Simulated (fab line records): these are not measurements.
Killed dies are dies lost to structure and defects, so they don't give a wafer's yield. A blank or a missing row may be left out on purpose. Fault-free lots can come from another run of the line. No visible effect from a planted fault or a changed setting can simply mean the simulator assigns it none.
Which of the tools did it? | flow gf180mcu | 14 lots with 42 wafers sampled at 5 steps, on a route of 602 steps

== WHAT THE GAUGES READ, wafer by wafer ==
GF_STI_THK_MEAS_02. Usual: STI_OXIDATION_THK 10.00 nm, standard deviation 0.22.
lot  | measured    | on            | STI_OXIDATION_THK (nm) | flag
L604 | day 1 11:31 | film metro-02 | 10.29 10.15 10.29      |
L605 | day 1 16:31 | film metro-02 | 10.20 10.07 10.13      |
L606 | day 1 21:32 | film metro-03 | 10.13 10.05 10.10      |
L607 | day 2 02:32 | film metro-04 | 10.26 9.92 10.17       |
L608 | day 2 09:03 | film metro-02 | 9.83 9.80 9.86         |
L610 | day 2 17:32 | film metro-04 | 10.30 10.25 10.35      |
L611 | day 2 23:58 | film metro-04 | 10.08 10.10 10.14      |
L612 | day 3 05:30 | film metro-02 | 9.89 9.94 9.82         |
L613 | day 3 10:17 | film metro-02 | 10.16 10.32 10.04      |
L618 | day 4 15:35 | film metro-03 | 9.80 9.56 9.87         |
L619 | day 4 15:35 | film metro-02 | 9.77 9.89 9.78         |
L620 | day 4 22:11 | film metro-02 | 9.96 9.73 9.84         |
L622 | day 5 07:41 | film metro-03 | 9.97 10.23 10.22       |
L623 | day 5 11:19 | film metro-03 | 10.11 9.81 10.08       |

GF_VT_IMPLANT_OVL_MEAS_18. Usual: VT_IMPLANT_01_OVL 0.8 nm, standard deviation 1.5.
lot  | measured     | on         | VT_IMPLANT_01_OVL (nm) | flag
L604 | day 6 04:16  | overlay-01 | 1.1 1.3 1.8            |
L605 | day 6 10:02  | overlay-01 | 1.8 2.7 0.8            |
L606 | day 6 14:11  | overlay-01 | 1.5 0.2 0.4            |
L607 | day 6 21:41  | overlay-01 | 0.6 2.0 1.5            |
L608 | day 7 06:12  | overlay-01 | 2.8 2.7 2.3            |
L610 | day 7 17:08  | overlay-01 | 0.8 -0.9 0.6           |
L611 | day 8 01:34  | overlay-02 | -0.7 -1.2 -2.0         |
L612 | day 8 14:13  | overlay-01 | 2.3 2.4 2.1            |
L613 | day 9 03:52  | overlay-01 | -1.7 -0.8 -1.1         |
L618 | day 10 02:58 | overlay-01 | 0.3 -1.3 -1.7          |
L619 | day 10 02:20 | overlay-02 | 2.1 2.9 1.2            |
L620 | day 10 12:25 | overlay-02 | 1.6 1.6 0.5            |
L622 | day 11 00:32 | overlay-01 | -0.2 -1.1 -1.2         |
L623 | day 11 16:19 | overlay-01 | 1.8 2.9 3.0            |

GF_VT_IMPLANT_RS_MEAS_47: the measuring method here is four-point-probe. Usual: NWELL_RS 487.6 ohm/sq, standard deviation 1.1.
lot  | measured     | on            | NWELL_RS (ohm/sq) | flag
L604 | day 7 10:21  | film metro-02 | 486.9 487.0 487.7 |
L605 | day 7 17:23  | film metro-02 | 486.8 486.6 487.3 |
L606 | day 7 22:13  | film metro-04 | 486.8 488.1 486.7 |
L607 | day 8 06:37  | film metro-01 | 486.7 486.9 486.7 |
L608 | day 8 15:28  | film metro-01 | 487.9 488.2 487.5 |
L610 | day 9 03:17  | film metro-02 | 486.8 487.4 488.3 |
L611 | day 9 11:47  | film metro-02 | 488.9 488.3 489.3 |
L612 | day 10 01:31 | film metro-04 | 488.1 487.6 488.4 |
L613 | day 10 14:50 | film metro-04 | 487.8 487.7 487.8 |
L618 | day 11 16:52 | film metro-01 | 486.3 487.6 487.0 |
L619 | day 11 15:08 | film metro-02 | 488.2 488.8 488.4 |
L620 | day 12 00:50 | film metro-02 | 486.3 487.0 487.5 |
L622 | day 12 14:52 | film metro-02 | 485.5 485.6 487.3 |
L623 | day 13 07:59 | film metro-01 | 488.4 488.7 488.6 |

== EACH LOT AND THE TOOL THAT RAN IT (in order: tool; ch and the chambers of the sampled wafers; start) ==
lot  | GF_MVSD_COAT_02                  | GF_MVSD_STRIP_10
L604 | litho track-01 ch 0, day 4 03:17 | plasma asher-01 ch 0,1, day 4 10:28
L605 | litho track-02 ch 0, day 4 09:27 | plasma asher-03 ch 0,1, day 4 16:19
L606 | litho track-02 ch 0, day 4 13:04 | plasma asher-03 ch 0,1, day 4 20:42
L607 | litho track-02 ch 0, day 4 19:49 | plasma asher-01 ch 0,1, day 5 02:48
L608 | litho track-01 ch 0, day 5 03:23 | plasma asher-02 ch 0,1, day 5 11:04
L610 | litho track-02 ch 0, day 5 11:55 | plasma asher-01 ch 0,1, day 5 19:24
L611 | litho track-02 ch 0, day 5 21:19 | plasma asher-01 ch 0,1, day 6 04:58
L612 | litho track-01 ch 0, day 6 06:20 | plasma asher-03 ch 0,1, day 6 14:08
L613 | litho track-02 ch 0, day 6 18:28 | plasma asher-01 ch 0,1, day 7 02:43
L618 | litho track-01 ch 0, day 7 16:08 | plasma asher-01 ch 0,1, day 8 00:02
L619 | litho track-01 ch 0, day 7 15:11 | plasma asher-03 ch 0,1, day 7 23:27
L620 | litho track-03 ch 0, day 8 00:03 | plasma asher-01 ch 0,1, day 8 09:29
L622 | litho track-01 ch 0, day 8 11:38 | plasma asher-03 ch 0,1, day 8 20:23
L623 | litho track-03 ch 0, day 9 00:40 | plasma asher-03 ch 0,1, day 9 09:40
- GF_MVSD_COAT_02: resist thk 3000 nm.
- GF_MVSD_STRIP_10: strips in O2/N2.

== AS READ BY THE TOOLS THEMSELVES (means over the sampled wafers that have a number; for cases with no such wafer, the mark the record gives instead) ==
GF_MVSD_COAT_02. Usual: 49.2 kPa for dispense pressure kPa, sd 2.5.
lot  | tool           | dispense pressure kPa (kPa) | flag
L604 | litho track-01 | 47.0                        |
L605 | litho track-02 | 48.9                        |
L606 | litho track-02 | 48.9                        |
L607 | litho track-02 | 48.9                        |
L608 | litho track-01 | 47.0                        |
L610 | litho track-02 | 48.9                        |
L611 | litho track-02 | 48.9                        |
L612 | litho track-01 | 47.0                        |
L613 | litho track-02 | 48.9                        |
L618 | litho track-01 | 47.0                        |
L619 | litho track-01 | 47.0                        |
L620 | litho track-03 | 53.3                        |
L622 | litho track-01 | 47.0                        |
L623 | litho track-03 | 53.3                        |

GF_MVSD_STRIP_10. Usual: drypump motor current A 6.0 A, standard deviation 0.39; heater power w 359 W, standard deviation 23; oes product au 0.723 a.u., standard deviation 0.0045; strip time to endpoint s 36.97 s, standard deviation 0.11.
lot  | tool            | drypump motor current A (A) | heater power w (W) | oes product au (a.u.) | strip time to endpoint s (s) | flag
L604 | plasma asher-01 | 6.2                         | 376                | 0.722                 | 37.07                        |
L605 | plasma asher-03 | 6.2                         | 324                | 0.723                 | 36.89                        |
L606 | plasma asher-03 | 6.2                         | 334                | 0.720                 | 37.05                        |
L607 | plasma asher-01 | 6.2                         | 382                | 0.721                 | 36.86                        |
L608 | plasma asher-02 | 5.8                         | 344                | 0.725                 | 37.02                        |
L610 | plasma asher-01 | 5.9                         | 373                | 0.723                 | 36.91                        |
L611 | plasma asher-01 | 5.9                         | 375                | 0.727                 | 36.93                        |
L612 | plasma asher-03 | 6.2                         | 328                | 0.725                 | 37.10                        |
L613 | plasma asher-01 | 6.0                         | 376                | 0.725                 | 37.00                        |
L618 | plasma asher-01 | 5.9                         | 373                | 0.715                 | 17.62                        | OFF
L619 | plasma asher-03 | 6.2                         | 323                | 0.728                 | 36.91                        |
L620 | plasma asher-01 | 6.2                         | 376                | 0.720                 | 36.94                        |
L622 | plasma asher-03 | 6.2                         | 338                | 0.716                 | 17.65                        | OFF
L623 | plasma asher-03 | 6.2                         | 336                | 0.726                 | 36.93                        |

== THE ANSWER, worked out from the rows above alone ==
Rule: a lot is off if the mean of its wafers that have a number lies more than 3 standard deviations from the usual mean. A lot without any number at a reading at which 4 lots or more have one is off too. Where the step has rows for the other lots, those lots are counted as sound. After the gauges, taken in route order, come the tools' own readings; for these a lot's mean is taken, as printed above. The first step at which some lot is off is used, and at that step the reading that is off furthest; a lot without a number counts as furthest.
Off: L618, L622 (GF_MVSD_STRIP_10, strip time to endpoint s).
If a tool, at that step or one of the process steps before it, ran each lot that is off and ran no sound lot following the first of them, it fits. One fits: GF_MVSD_COAT_02 on litho track-01. Its last sound lot is L619 (day 7 15:11), its first lot that is off L618 (day 7 16:08): a fault that began between those two fits.

== WHAT THE SIMULATOR HAD PUT IN ==
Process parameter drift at GF_MVSD_COAT_02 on litho track-01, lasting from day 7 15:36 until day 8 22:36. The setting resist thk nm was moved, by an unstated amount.
Shown lots that were struck: L618, L622. The rule above found the same.
